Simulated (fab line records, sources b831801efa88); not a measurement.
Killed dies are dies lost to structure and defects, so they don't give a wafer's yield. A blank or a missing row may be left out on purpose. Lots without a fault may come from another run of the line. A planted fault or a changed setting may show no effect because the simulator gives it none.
fab line records | flow gf180mcu
record lots=24 wafers=72 last_day=34
route steps=602 shown M2@377 V3@431 M4@462 M5@537 V5@545
lots that met no fault: from a run of the same line without faults
start_h: hours from the record's first day to the start of the lot's first wafer shown | wait_h: hours since the lot's step before | " the same as in the row above | L1.1+2: a row that stands for several wafers | - no value, or no start given | * or withheld: withheld | < > ~ a bound
route shown NAME@n: a module of which the file shows steps, and the number in the route of the first | usual: mean/standard deviation of fault-free wafers | same: alike in all rows | chamber/n: place in a boat | sites: the reading at each site | _std_site: their standard deviation | _edge_site: outer sites' mean less inner sites' | radius_mm: how far each site lies from the wafer's centre | mask NAME#n: copy n | behind: the tool/chamber that last shaped the wafer | hold: why the lot was held/for how many hours/how that ended | device: the transistor (n, p or np) that didn't switch | end of line: the same wafers' tests at the end of the route | a step without rows: its recipe alone | killed: dies lost to structure and defects at the first sort, not the wafer's yield | map: a wafer's dies, x killed, . not, _ none there
set.NAME: the setting as run; set.NAME@STEP: as run at that earlier step | model.NAME: the simulator's own value behind a step, which no gauge read
steps of the route over a sample of lots; a table a step, a row a wafer
services: from which hour (start_h, from the record's first day; less than 0 if before it) a tool's chamber was out of use, for how many hours, and why
## steps
# step GF_M2_OVL_MEAS_15
# usual M2_OVL=-6/5.4
# columns lot.wafer tool chamber start_h wait_h M2_OVL[nm]
L074.1 overlay-02 - 423.29 0.1 -8
L074.2 " - " " -9
L074.6 " - " " -1
L075.2 overlay-01 - 457.20 0.1 -12
L075.3 " - " " -12
L075.4 " - " " -3
L076.1 overlay-01 - 473.10 0.1 -13
L076.2 " - " " -4
L076.3 " - " " -12
L077.1 overlay-01 - 474.89 0.1 -4
L077.3 " - " " -2
L077.5 " - " " -4
L078.1 overlay-01 - 490.79 0.1 -2
L078.4 " - " " 2
L078.5 " - " " -3
L079.1 overlay-02 - 502.55 0.1 -9
L079.4 " - " " 1
L079.5 " - " " -10
L081.3 overlay-01 - 508.51 0.1 1
L081.5 " - " " 1
L081.6 " - " " -3
L080.1 overlay-01 - 509.04 0.1 -7
L080.2 " - " " -12
L080.3 " - " " -5
L082.3 overlay-01 - 521.25 0.1 1
L082.4 " - " " 1
L082.5 " - " " -1
L083.1 overlay-02 - 524.10 0.1 -13
L083.3 " - " " -7
L083.6 " - " " -8
L084.3 overlay-01 - 542.16 0.1 -7
L084.5 " - " " -9
L084.6 " - " " -9
L085.1 overlay-01 - 550.99 0.1 1
L085.2 " - " " -12
L085.6 " - " " -7
L087.2 overlay-02 - 552.95 0.1 -9
L087.3 " - " " -5
L087.5 " - " " -3
L086.4 overlay-01 - 556.61 0.1 -7
L086.5 " - " " -12
L086.6 " - " " -6
L088.2 overlay-01 - 572.85 0.1 -13
L088.4 " - " " -8
L088.5 " - " " -16
L089.1 overlay-02 - 578.85 0.1 -1
L089.2 " - " " -3
L089.6 " - " " 1
L090.1 overlay-02 - 581.69 0.1 -16
L090.3 " - " " -12
L090.6 " - " " -13
L091.1 overlay-01 - 585.55 0.1 -10
L091.3 " - " " -6
L091.6 " - " " -11
L092.4 overlay-01 - 602.66 0.1 -9
L092.5 " - " " -2
L092.6 " - " " -4
L093.1 overlay-01 - 602.99 0.1 -16
L093.2 " - " " -13
L093.6 " - " " -7
L094.1 overlay-01 - 608.05 0.1 -5
L094.3 " - " " -9
L094.4 " - " " -7
L095.2 overlay-02 - 619.06 0.1 1
L095.4 " - " " 3
L095.6 " - " " 3
L096.2 overlay-01 - 620.91 0.1 4
L096.5 " - " " -3
L096.6 " - " " 5
L097.1 overlay-02 - 626.24 0.1 -11
L097.4 " - " " -4
L097.6 " - " " 0
# step GF_V3_CVD_02
# recipe material=SiO2 target_thk_nm=850 precursor=TEOS temp_c=400 time_s=94.851 rf_w=600
# usual heater_power_w=679/110
# columns lot.wafer tool chamber start_h wait_h heater_power_w
L074.1 pecvd-03 2 476.42 0.1 625
L074.2 " 1 " " 690
L074.6 " 2 " " 707
L075.2 pecvd-03 0 509.53 0.0 866
L075.3 " 1 " " 701
L075.4 " 1 " " 566
L076.1 pecvd-03 0 525.05 0.1 839
L076.2 " 1 " " 654
L076.3 " 2 " " 598
L077.1 pecvd-04 0 526.11 0.1 800
L077.3 " 1 " " 563
L077.5 " 0 " " 810
L078.1 pecvd-03 1 541.52 0.1 696
L078.4 " 2 " " 667
L078.5 " 0 " " 878
L079.1 pecvd-03 1 552.06 0.1 669
L079.4 " 0 " " 710
L079.5 " 2 " " 709
L081.3 pecvd-02 1 557.81 0.0 566
L081.5 " 0 " " 525
L081.6 " 1 " " 601
L080.1 pecvd-03 2 558.22 0.1 658
L080.2 " 1 " " 683
L080.3 " 0 " " 853
L082.3 pecvd-02 0 569.65 0.0 544
L082.4 " 1 " " 466
L082.5 " 2 " " 590
L083.1 pecvd-04 1 572.79 0.1 628
L083.3 " 0 " " 770
L083.6 " 2 " " 692
L084.3 pecvd-02 2 589.96 0.0 723
L084.5 " 2 " " 556
L084.6 " 0 " " 519
L085.1 pecvd-02 0 598.76 0.1 581
L085.2 " 1 " " 537
L085.6 " 1 " " 575
L087.2 pecvd-04 1 603.18 0.0 583
L087.3 " 0 " " 823
L087.5 " 2 " " 568
L086.4 pecvd-03 0 603.93 0.1 861
L086.5 " 1 " " 702
L086.6 " 2 " " 765
L088.2 pecvd-03 2 619.02 0.0 732
L088.4 " 2 " " 762
L088.5 " 1 " " 560
L089.1 pecvd-02 1 628.02 0.1 589
L089.2 " 0 " " 599
L089.6 " 1 " " 466
L090.1 pecvd-04 2 628.37 0.1 622
L090.3 " 1 " " 582
L090.6 " 2 " " 665
L091.1 pecvd-04 1 631.13 0.1 550
L091.3 " 0 " " 844
L091.6 " 0 " " 688
L092.4 pecvd-04 0 647.15 0.1 827
L092.5 " 2 " " 722
L092.6 " 1 " " 494
L093.1 pecvd-02 1 647.37 0.1 589
L093.2 " 2 " " 663
L093.6 " 1 " " 464
L094.1 pecvd-03 2 652.92 0.1 683
L094.3 " 1 " " 600
L094.4 " 2 " " 729
L095.2 pecvd-03 1 662.22 0.0 610
L095.4 " 1 " " 678
L095.6 " 2 " " 663
L096.2 pecvd-04 0 664.07 0.0 863
L096.5 " 0 " " 670
L096.6 " 2 " " 574
L097.1 pecvd-04 0 669.87 0.1 803
L097.4 " 2 " " 712
L097.6 " 1 " " 499
# step GF_V3_CMP_26
# recipe stop_on=SiO2 down_force_psi=3.5 platen_rpm=60 t_overpolish_s=15 target_thk_nm=0 pad_velocity_m_s=0.94248
# usual motor_current_A=10.8/0.92 overpolish_run_s=15.000/0.0086 time_to_endpoint_s=88/3.1
# columns lot.wafer tool chamber start_h wait_h motor_current_A overpolish_run_s time_to_endpoint_s
L074.1 cmp-02 1 502.23 0.1 12.1 15.001 79
L074.2 " 3 " " 10.2 14.997 87
L074.6 " 0 " " 11.5 14.992 84
L075.4 cmp-01 1 534.17 0.0 9.8 15.017 85
L075.3 " 3 " " 11.3 14.985 85
L075.2 " 0 " " 10.7 15.008 87
L076.2 cmp-01 1 549.89 0.0 9.9 15.008 85
L076.1 " 2 " " 9.8 14.991 90
L076.3 " 0 " " 10.1 15.022 90
L077.1 cmp-01 2 550.88 0.2 10.4 15.021 90
L077.3 " 3 " " 11.6 14.997 84
L077.5 " 2 " " 9.9 15.004 85
L078.1 cmp-02 3 565.05 0.1 9.8 14.997 89
L078.4 " 0 " " 10.6 15.003 86
L078.5 " 2 " " 10.9 15.010 87
L079.1 cmp-02 2 575.86 0.1 10.5 15.003 91
L079.4 " 1 " " 12.5 15.008 83
L079.5 " 3 " " 10.5 15.002 89
L081.3 cmp-02 1 582.34 0.1 11.9 15.001 84
L081.6 " 0 " " 11.3 14.995 85
L081.5 " 1 " " 12.8 14.996 86
L080.2 cmp-02 0 582.59 0.3 10.6 15.015 88
L080.3 " 1 " " 11.8 15.015 85
L080.1 " 3 " " 10.3 15.013 89
L082.4 cmp-02 3 593.24 0.0 10.4 15.009 91
L082.3 " 0 " " 11.1 14.993 92
L082.5 " 0 " " 10.7 15.006 93
L083.3 cmp-01 1 595.02 0.0 9.5 15.007 84
L083.1 " 0 " " 10.2 15.009 85
L083.6 " 1 " " 9.7 14.986 83
L084.3 cmp-02 2 612.60 0.0 11.2 15.005 86
L084.6 " 2 " " 11.2 14.994 91
L084.5 " 3 " " 10.3 15.017 88
L085.1 cmp-02 3 621.19 0.1 10.3 15.000 89
L085.2 " 1 " " 13.0 14.994 87
L085.6 " 0 " " 11.3 14.985 85
L087.2 cmp-01 0 625.81 0.6 10.0 14.985 94
L087.3 " 2 " " 10.0 14.999 89
L087.5 " 3 " " 11.5 15.000 95
L086.4 cmp-02 3 626.65 0.2 10.0 15.010 91
L086.5 " 2 " " 10.4 14.998 92
L086.6 " 3 " " 9.6 14.992 89
L088.2 cmp-02 2 641.09 0.1 10.9 14.981 86
L088.4 " 3 " " 10.6 14.993 88
L088.5 " 0 " " 11.3 14.999 87
L089.1 cmp-01 2 649.69 0.1 9.9 14.990 88
L089.2 " 1 " " 10.1 14.996 88
L089.6 " 3 " " 12.0 14.982 88
L090.3 cmp-01 2 650.39 0.0 10.0 15.000 86
L090.1 " 3 " " 11.7 14.992 92
L090.6 " 3 " " 11.4 15.002 89
L091.1 cmp-02 2 652.29 0.1 10.6 14.998 92
L091.3 " 1 " " 13.3 14.989 86
L091.6 " 3 " " 10.4 14.998 88
L092.4 cmp-02 3 667.43 0.0 9.9 14.998 92
L092.6 " 3 " " 9.4 14.992 95
L092.5 " 0 " " 11.4 15.010 89
L093.1 cmp-02 1 668.48 0.1 12.9 14.998 83
L093.2 " 2 " " 11.3 15.004 91
L093.6 " 0 " " 10.4 15.007 89
L094.1 cmp-01 0 673.60 0.1 10.8 14.993 89
L094.4 " 2 " " 10.1 14.989 88
L094.3 " 3 " " 11.3 15.002 86
L095.2 cmp-02 2 682.78 0.0 10.8 14.998 88
L095.4 " 1 " " 12.7 14.995 85
L095.6 " 2 " " 11.1 14.999 89
L096.2 cmp-02 2 685.45 0.1 10.6 14.997 90
L096.6 " 0 " " 10.6 14.993 88
L096.5 " 1 " " 12.5 15.008 88
L097.4 cmp-02 0 691.03 0.1 10.8 15.005 86
L097.1 " 2 " " 11.4 15.008 90
L097.6 " 3 " " 10.1 14.984 87
# step GF_M4_THK_MEAS_06
# recipe thk_meas_gauge=xrf reads=AlCu_of_M4_SPUTTER_02
# usual M4_ALCU_THK=449/6.8
# columns lot.wafer tool chamber start_h wait_h M4_ALCU_THK[nm]
L074.1 film_metro-02 - 502.82 0.1 446
L074.2 " - " " 456
L074.6 " - " " 451
L075.2 film_metro-02 - 534.84 0.1 465
L075.3 " - " " 455
L075.4 " - " " 453
L076.1 film_metro-01 - 550.53 0.1 449
L076.2 " - " " 438
L076.3 " - " " 456
L077.1 film_metro-02 - 551.49 0.1 449
L077.3 " - " " 451
L077.5 " - " " 453
L078.1 film_metro-01 - 565.64 0.1 447
L078.4 " - " " 437
L078.5 " - " " 446
L079.1 film_metro-01 - 576.50 0.1 434
L079.4 " - " " 448
L079.5 " - " " 430
L081.3 film_metro-01 - 582.95 0.1 439
L081.5 " - " " 458
L081.6 " - " " 439
L080.1 film_metro-01 - 583.26 0.1 446
L080.2 " - " " 446
L080.3 " - " " 438
L082.3 film_metro-01 - 593.93 0.1 447
L082.4 " - " " 437
L082.5 " - " " 445
L083.1 film_metro-02 - 595.67 0.1 452
L083.3 " - " " 449
L083.6 " - " " 462
L084.3 film_metro-04 - 613.26 0.1 447
L084.5 " - " " 442
L084.6 " - " " 445
L085.1 film_metro-02 - 621.83 0.1 452
L085.2 " - " " 446
L085.6 " - " " 446
L087.2 film_metro-02 - 626.41 0.1 449
L087.3 " - " " 450
L087.5 " - " " 449
L086.4 film_metro-01 - 627.27 0.1 447
L086.5 " - " " 447
L086.6 " - " " 449
L088.2 film_metro-02 - 641.64 0.1 450
L088.4 " - " " 457
L088.5 " - " " 446
L089.1 film_metro-01 - 650.33 0.1 444
L089.2 " - " " 439
L089.6 " - " " 449
L090.1 film_metro-01 - 651.03 0.1 448
L090.3 " - " " 456
L090.6 " - " " 459
L091.1 film_metro-04 - 652.93 0.1 449
L091.3 " - " " 440
L091.6 " - " " 441
L092.4 film_metro-02 - 668.10 0.1 453
L092.5 " - " " 462
L092.6 " - " " 459
L093.1 film_metro-02 - 669.02 0.1 448
L093.2 " - " " 453
L093.6 " - " " 455
L094.1 film_metro-02 - 674.24 0.1 449
L094.3 " - " " 452
L094.4 " - " " 452
L095.2 film_metro-02 - 683.43 0.1 437
L095.4 " - " " 449
L095.6 " - " " 456
L096.2 film_metro-02 - 686.00 0.1 449
L096.5 " - " " 450
L096.6 " - " " 448
L097.1 film_metro-02 - 691.62 0.1 453
L097.4 " - " " 460
L097.6 " - " " 464
# step GF_M5_STRIP_11
# recipe chemistry=O2/N2 power_w=1400 pressure_mtorr=1500 platen_temp_c=250 o2_flow_sccm=3000 n2_flow_sccm=300 overash_fraction=0.5
# usual drypump_motor_current_A=5.9/0.46 heater_power_w=352/32 oes_product_au=0.525/0.005 strip_time_to_endpoint_s=7.07/0.064
# columns lot.wafer tool chamber start_h wait_h drypump_motor_current_A heater_power_w oes_product_au rf_hours_counter_h strip_time_to_endpoint_s
L074.1 plasma_asher-02 1 599.58 0.1 5.8 316 0.523 50 7.06
L074.2 " 0 " " 5.6 376 0.525 50 7.13
L074.6 " 0 " " 5.6 373 0.524 - 7.04
L075.2 plasma_asher-04 0 623.94 0.1 5.3 325 0.524 19 7.14
L075.3 " 0 " " 5.3 328 0.526 - 7.11
L075.4 " 1 " " 6.5 397 0.531 - 7.03
L076.1 plasma_asher-01 0 638.14 0.1 6.3 360 0.518 98 6.98
L076.2 " 1 " " 6.3 323 0.521 98 7.01
L076.3 " 1 " " 6.2 316 0.521 - 6.97
L077.1 plasma_asher-04 1 639.98 0.1 6.5 397 0.521 21 7.00
L077.3 " 0 " " 5.3 328 0.521 - 7.06
L077.5 " 1 " " 6.5 396 0.514 - 7.02
L078.1 plasma_asher-04 1 651.34 0.1 6.5 399 0.521 22 7.06
L078.4 " 1 " " 6.4 389 0.526 - 7.11
L078.5 " 1 " " 6.4 388 0.528 - 7.11
L079.1 plasma_asher-04 0 660.68 0.1 5.4 323 0.523 23 6.99
L079.4 " 0 " " 5.4 324 0.528 - 7.12
L079.5 " 1 " " 6.4 402 0.526 - 7.15
L081.3 plasma_asher-02 0 667.86 0.1 5.6 380 0.523 - 7.07
L081.5 " 0 " " 5.6 376 0.530 - 7.08
L081.6 " 1 " " 5.8 319 0.523 - 7.07
L080.1 plasma_asher-04 1 668.53 0.1 6.5 412 0.529 24 7.06
L080.2 " 0 " " 5.3 333 0.537 24 7.18
L080.3 " 1 " " 6.5 395 0.530 - 7.15
L082.3 plasma_asher-04 0 677.07 0.1 5.3 330 0.529 - 7.14
L082.4 " 1 " " 6.4 408 0.523 - 7.09
L082.5 " 0 " " 5.3 327 0.532 - 7.07
L083.1 plasma_asher-01 0 678.18 0.1 6.3 344 0.528 102 7.14
L083.3 " 0 " " 6.3 359 0.519 - 6.97
L083.6 " 1 " " 6.2 319 0.515 - 6.98
L084.3 plasma_asher-02 1 695.91 0.1 5.8 320 0.527 - 6.98
L084.5 " 1 " " 5.8 315 0.510 - 6.97
L084.6 " 0 " " 5.6 382 0.529 - 7.16
L085.1 plasma_asher-02 1 701.89 0.1 5.8 319 0.522 59 6.99
L085.2 " 0 " " 5.6 383 0.532 59 7.17
L085.6 " 1 " " 5.7 317 0.524 - 7.15
L087.2 plasma_asher-01 1 706.57 0.2 6.2 321 0.534 105 7.16
L087.3 " 1 " " 6.2 319 0.527 - 7.14
L087.5 " 1 " " 6.2 324 0.529 - 7.21
L086.4 plasma_asher-04 1 707.61 0.1 6.5 398 0.521 - 7.09
L086.5 " 1 " " 6.5 395 0.517 - 7.08
L086.6 " 0 " " 5.3 322 0.531 - 7.05
L088.2 plasma_asher-01 0 721.18 0.1 6.3 352 0.522 106 7.13
L088.4 " 0 " " 6.3 344 0.530 - 7.11
L088.5 " 1 " " 6.2 318 0.525 - 7.11
L089.1 plasma_asher-04 0 729.54 0.1 5.3 329 0.531 30 6.94
L089.2 " 1 " " 6.4 383 0.532 30 7.15
L089.6 " 1 " " 6.4 393 0.528 - 7.16
L090.1 plasma_asher-02 1 729.63 0.1 5.8 325 0.516 62 7.07
L090.3 " 0 " " 5.6 390 0.523 - 7.04
L090.6 " 0 " " 5.6 372 0.516 - 7.05
L091.1 plasma_asher-01 0 731.49 0.1 6.3 349 0.526 107 7.02
L091.3 " 1 " " 6.3 315 0.524 - 7.04
L091.6 " 1 " " 6.2 320 0.521 - 7.08
L092.4 plasma_asher-04 1 741.31 0.1 6.4 388 0.531 - 7.19
L092.5 " 0 " " 5.3 328 0.531 - 7.19
L092.6 " 1 " " 6.4 393 0.523 - 7.03
L093.1 plasma_asher-04 1 741.48 0.1 6.5 391 0.519 33 7.03
L093.2 " 0 " " 5.3 326 0.525 33 7.10
L093.6 " 0 " " 5.3 331 0.518 - 7.07
L094.1 plasma_asher-01 1 742.79 0.1 6.3 302 0.517 0 6.99
L094.3 " 1 " " 6.3 312 0.527 - 7.10
L094.4 " 0 " " 6.3 359 0.525 - 6.91
L095.2 plasma_asher-04 0 745.93 0.1 5.4 332 0.519 34 7.06
L095.4 " 0 " " 5.3 329 0.522 - 6.96
L095.6 " 0 " " 5.3 332 0.521 - 6.96
L096.2 plasma_asher-04 0 746.44 0.1 5.3 324 0.524 34 6.96
L096.5 " 1 " " 6.5 406 0.521 - 7.02
L096.6 " 0 " " 5.3 329 0.519 - 7.10
L097.1 plasma_asher-04 1 767.38 0.1 6.5 398 0.525 36 7.00
L097.4 " 1 " " 6.4 400 0.524 - 7.06
L097.6 " 0 " " 5.3 327 0.530 - 7.09
# step GF_V5_BOW_MEAS_05
# recipe mode=bow
# usual V5_BOW=137/8.3
# columns lot.wafer tool chamber start_h wait_h V5_BOW[um]
L074.1 film_metro-04 - 600.68 0.2 133
L074.2 " - " " 131
L074.6 " - " " 140
L075.2 film_metro-04 - 625.10 0.1 126
L075.3 " - " " 137
L075.4 " - " " 119
L076.1 film_metro-03 - 639.24 0.2 150
L076.2 " - " " 138
L076.3 " - " " 145
L077.1 film_metro-04 - 641.12 0.2 130
L077.3 " - " " 136
L077.5 " - " " 137
L078.1 film_metro-03 - 652.48 0.2 143
L078.4 " - " " 150
L078.5 " - " " 136
L079.1 film_metro-03 - 661.79 0.2 132
L079.4 " - " " 135
L079.5 " - " " 129
L081.3 film_metro-04 - 669.04 0.2 144
L081.5 " - " " 147
L081.6 " - " " 145
L080.1 film_metro-02 - 669.68 0.2 147
L080.2 " - " " 138
L080.3 " - " " 142
L082.3 film_metro-02 - 678.24 0.2 139
L082.4 " - " " 129
L082.5 " - " " 125
L083.1 film_metro-04 - 679.29 0.1 149
L083.3 " - " " 133
L083.6 " - " " 132
L084.3 film_metro-03 - 697.02 0.2 126
L084.5 " - " " 139
L084.6 " - " " 132
L085.1 film_metro-02 - 703.02 0.1 134
L085.2 " - " " 137
L085.6 " - " " 147
L087.2 film_metro-03 - 707.72 0.2 138
L087.3 " - " " 127
L087.5 " - " " 148
L086.4 film_metro-03 - 708.75 0.2 144
L086.5 " - " " 155
L086.6 " - " " 134
L088.2 film_metro-02 - 722.30 0.2 139
L088.4 " - " " 144
L088.5 " - " " 130
L089.1 film_metro-02 - 751.07 0.1 137
L089.2 " - " " 143
L089.6 " - " " 142
L090.1 film_metro-02 - 751.37 0.1 139
L090.3 " - " " 137
L090.6 " - " " 119
L091.1 film_metro-03 - 753.17 0.1 145
L091.3 " - " " 147
L091.6 " - " " 135
L092.4 film_metro-02 - 761.93 0.2 138
L092.5 " - " " 130
L092.6 " - " " 122
L093.1 film_metro-02 - 762.17 0.2 135
L093.2 " - " " 137
L093.6 " - " " 139
L094.1 film_metro-02 - 763.07 0.2 127
L094.3 " - " " 139
L094.4 " - " " 134
L095.2 film_metro-02 - 763.69 0.2 130
L095.4 " - " " 136
L095.6 " - " " 112
L096.2 film_metro-02 - 764.59 0.2 130
L096.5 " - " " 149
L096.6 " - " " 141
L097.1 film_metro-02 - 774.47 0.2 136
L097.4 " - " " 137
L097.6 " - " " 128
## services
# columns tool chamber start_h hours kind
pecvd-03 - 456.16 1.4 repair
plasma_asher-04 - 473.74 14.6 pm
pecvd-04 0 481.12 5.4 repair
cmp-02 - 491.18 0.6 repair
pecvd-03 2 498.97 3.1 repair
cmp-01 - 511.98 0.9 repair
pecvd-03 0 519.57 4.4 repair
cmp-01 - 524.60 1.3 repair
pecvd-03 2 533.80 5.1 repair
cmp-02 - 549.07 3.7 repair
cmp-02 - 554.89 6.3 pm
pecvd-03 - 564.38 2.1 repair
pecvd-04 - 573.17 1.9 repair
cmp-01 - 573.51 4.0 pm
pecvd-03 - 574.69 1.5 repair
cmp-01 - 579.10 5.4 pm
pecvd-04 - 580.77 0.8 pm
plasma_asher-04 - 599.29 1.2 repair
cmp-02 - 672.38 3.4 pm
cmp-02 - 704.18 2.2 repair
plasma_asher-04 - 708.71 4.5 repair
cmp-02 - 709.46 0.5 repair
cmp-02 - 720.03 24.3 pm
cmp-02 - 744.37 4.0 pm
## key
fault none
